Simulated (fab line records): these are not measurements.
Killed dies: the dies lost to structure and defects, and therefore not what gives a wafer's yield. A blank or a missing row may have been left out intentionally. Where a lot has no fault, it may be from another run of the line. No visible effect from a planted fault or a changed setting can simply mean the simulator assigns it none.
Which tool is to blame? -- flow sky130 -- 11 lots with 33 wafers sampled at 6 steps, on a route of 708 steps

WHAT THE GAUGES SHOWED, per wafer
SKY_SD_N_CD_MEAS_07 targets a cd of 380 nm.
lot,measured,on,cd-nm (nm)
L683,day 28 09:28,cd-sem-01,374.8 377.0 377.8
L684,day 28 18:38,cd-sem-02,384.3 381.6 382.3
L685,day 29 09:16,cd-sem-01,435.9 434.2 434.8
L686,day 29 14:41,cd-sem-02,434.6 432.3 430.2
L687,day 30 05:01,cd-sem-01,380.7 382.0 377.6
L688,day 30 07:41,cd-sem-01,382.7 384.1 382.3
L689,day 30 14:55,cd-sem-01,415.9 413.3 411.1
L696,day 33 02:03,cd-sem-02,378.9 378.4 378.3
L700,day 34 07:58,cd-sem-01,383.4 381.8 383.1
L702,day 34 20:11,cd-sem-01,382.2 381.4 382.1
L703,day 35 03:02,cd-sem-02,379.5 380.3 377.9

SKY_VIA2_THK_MEAS_01.
lot,measured,on,VIA2_HDPCVD_THK (nm)
L683,day 35 14:24,film-metro-04,1183 1183 1195
L684,day 36 00:14,film-metro-01,1167 1180 1189
L685,day 36 14:33,film-metro-04,1170 1175 1171
L686,day 36 17:17,film-metro-03,1182 1180 1168
L687,day 37 08:40,film-metro-04,1167 1176 1183
L688,day 37 10:46,film-metro-03,1173 1181 1172
L689,day 37 15:42,film-metro-03,1188 1181 1201
L696,day 40 00:50,film-metro-04,1172 1173 1170
L700,day 41 02:57,film-metro-03,1173 1193 1173
L702,day 41 14:25,film-metro-04,1185 1184 1173
L703,day 41 19:38,film-metro-04,1179 1170 1174

EACH LOT AND THE TOOL THAT RAN IT (in order: tool; ch and the chambers of the sampled wafers; start)
lot,SKY_SD_N_COAT_02,SKY_SD_N_STRIP_11,SKY_METAL1_SPUTTER_02,SKY_VIA1_ETCH_14
L683,"litho-track-03 ch 0, day 27 18:43","plasma-asher-04 ch 0,1, day 28 09:53","pvd-sputter-01, day 32 02:16","rie-diel-01 ch 1,2,3, day 34 09:56"
L684,"litho-track-03 ch 0, day 28 04:14","plasma-asher-02 ch 0,1, day 28 19:06","pvd-sputter-03, day 32 11:52","rie-diel-04 ch 1,3, day 34 19:27"
L685,"litho-track-03 ch 0, day 28 18:16","plasma-asher-01 ch 0,1, day 29 09:41","pvd-sputter-03, day 33 02:18","rie-diel-02 ch 1,2, day 35 09:48"
L686,"litho-track-03 ch 0, day 29 00:29","plasma-asher-04 ch 0,1, day 29 15:09","pvd-sputter-01, day 33 05:37","rie-diel-04 ch 0,2, day 35 12:47"
L687,"litho-track-02 ch 0, day 29 14:58","plasma-asher-01 ch 0,1, day 30 05:26","pvd-sputter-04, day 33 20:33","rie-diel-01 ch 0,2, day 36 03:41"
L688,"litho-track-01 ch 0, day 29 17:47","plasma-asher-04 ch 0,1, day 30 08:09","pvd-sputter-04, day 33 23:46","rie-diel-04 ch 0,1,3, day 36 06:53"
L689,"litho-track-03 ch 0, day 30 00:10","plasma-asher-01 ch 0, day 30 15:21","pvd-sputter-03, day 34 06:20","rie-diel-02 ch 1,2,3, day 36 11:39"
L696,"litho-track-03 ch 0, day 32 12:16","plasma-asher-02 ch 0,1, day 33 02:29","pvd-sputter-04, day 36 16:11","rie-diel-01 ch 0,2,3, day 38 21:24"
L700,"litho-track-03 ch 0, day 33 18:31","plasma-asher-04 ch 0,1, day 34 08:24","pvd-sputter-01, day 37 21:08","rie-diel-04 ch 0,2,3, day 40 00:11"
L702,"litho-track-03 ch 0, day 34 07:02","plasma-asher-04 ch 0,1, day 34 20:39","pvd-sputter-01, day 38 08:32","rie-diel-04 ch 0,2, day 40 11:51"
L703,"litho-track-03 ch 0, day 34 13:02","plasma-asher-02 ch 0,1, day 35 03:29","pvd-sputter-04, day 38 14:22","rie-diel-01 ch 1,2, day 40 17:14"
- SKY_SD_N_COAT_02: resist thk 1140 nm.
- SKY_SD_N_STRIP_11: strips in O2/N2.
- SKY_METAL1_SPUTTER_02: material AlCu, target thk 250 nm, time 13.3 s.
- SKY_VIA1_ETCH_14: etches BARC in N2/H2, stops on SiO2, time 45.9 s, target depth 60 nm.

WHAT THE TOOLS THEMSELVES READ (means of the sampled wafers that have a number; where no wafer has one, the mark that the record gives instead)
SKY_SD_N_COAT_02.
lot,tool,dispense-pressure-kPa (kPa)
L683,litho-track-03,48.2
L684,litho-track-03,48.3
L685,litho-track-03,48.3
L686,litho-track-03,48.3
L687,litho-track-02,48.0
L688,litho-track-01,50.6
L689,litho-track-03,48.3
L696,litho-track-03,48.3
L700,litho-track-03,48.3
L702,litho-track-03,48.2
L703,litho-track-03,48.2

SKY_SD_N_STRIP_11.
lot,tool,drypump-motor-current-A (A),oes-product-au (a.u.),strip-time-to-endpoint-s (s)
L683,plasma-asher-04,5.28,0.529,22.63
L684,plasma-asher-02,5.57,0.529,22.63
L685,plasma-asher-01,5.83,0.468,17.50
L686,plasma-asher-04,5.29,0.473,17.47
L687,plasma-asher-01,5.79,0.524,22.54
L688,plasma-asher-04,5.30,0.527,22.56
L689,plasma-asher-01,5.74,0.470,17.48
L696,plasma-asher-02,5.55,0.523,22.58
L700,plasma-asher-04,5.30,0.530,22.65
L702,plasma-asher-04,5.26,0.522,22.50
L703,plasma-asher-02,5.56,0.526,22.53

SKY_METAL1_SPUTTER_02.
lot,tool,throttle-valve-pct (%)
L683,pvd-sputter-01,29.5
L684,pvd-sputter-03,30.6
L685,pvd-sputter-03,29.7
L686,pvd-sputter-01,30.9
L687,pvd-sputter-04,30.5
L688,pvd-sputter-04,30.1
L689,pvd-sputter-03,30.1
L696,pvd-sputter-04,30.5
L700,pvd-sputter-01,29.6
L702,pvd-sputter-01,31.6
L703,pvd-sputter-04,30.4

SKY_VIA1_ETCH_14.
lot,tool,drypump-motor-current-A (A),oes-product-au (a.u.),rf-fwd-power-W (W),throttle-valve-pct (%)
L683,rie-diel-01,6.3,0.853,494.4,13.229
L684,rie-diel-04,6.1,0.851,496.7,13.230
L685,rie-diel-02,5.8,0.853,497.3,13.229
L686,rie-diel-04,6.1,0.852,492.5,13.218
L687,rie-diel-01,5.7,0.852,494.2,13.223
L688,rie-diel-04,5.9,0.853,495.4,13.226
L689,rie-diel-02,5.6,0.854,495.5,13.230
L696,rie-diel-01,5.8,0.855,494.2,13.222
L700,rie-diel-04,5.8,0.859,495.2,13.225
L702,rie-diel-04,6.2,0.858,495.2,13.224
L703,rie-diel-01,6.5,0.856,495.7,13.217

THE ANSWER, worked out from the rows above alone
Rule: the lots themselves supply what counts as usual. The widest of any qualifying gaps counts: lots, ordered by their means at a reading, are off when they make up no more than a third of the lots, leave a main group of 4 or more, and stand apart from it by 3 or more times the standard deviation of that group's means. Not used: any main group whose means are identical at the precision the tables above print for the reading. A lot without any number at a reading at which 4 lots or more have one is off too. Any other lot the step has rows for is counted as sound. Order of review: gauges by route order, followed by the tools' own readings, for which a lot's mean as printed above is used. The first step at which some lot is off is used, and at that step the reading that is off furthest; a lot without a number counts as furthest.
Off: L685, L686, L689, at SKY_SD_N_CD_MEAS_07 (cd-nm). For the main group the mean is 380.6 nm and the standard deviation 2.2.
A tool fits if, at a process step before that reading, it ran every lot that is off, and no sound lot after the first of them. Not tried: the gauges at SKY_SD_N_CD_MEAS_07; whatever is off there is also off at SKY_SD_N_STRIP_11, on other tools, and gauge error can't account for it. Not one of the candidates tried fits.

WHAT THE SIMULATOR HAD INSERTED
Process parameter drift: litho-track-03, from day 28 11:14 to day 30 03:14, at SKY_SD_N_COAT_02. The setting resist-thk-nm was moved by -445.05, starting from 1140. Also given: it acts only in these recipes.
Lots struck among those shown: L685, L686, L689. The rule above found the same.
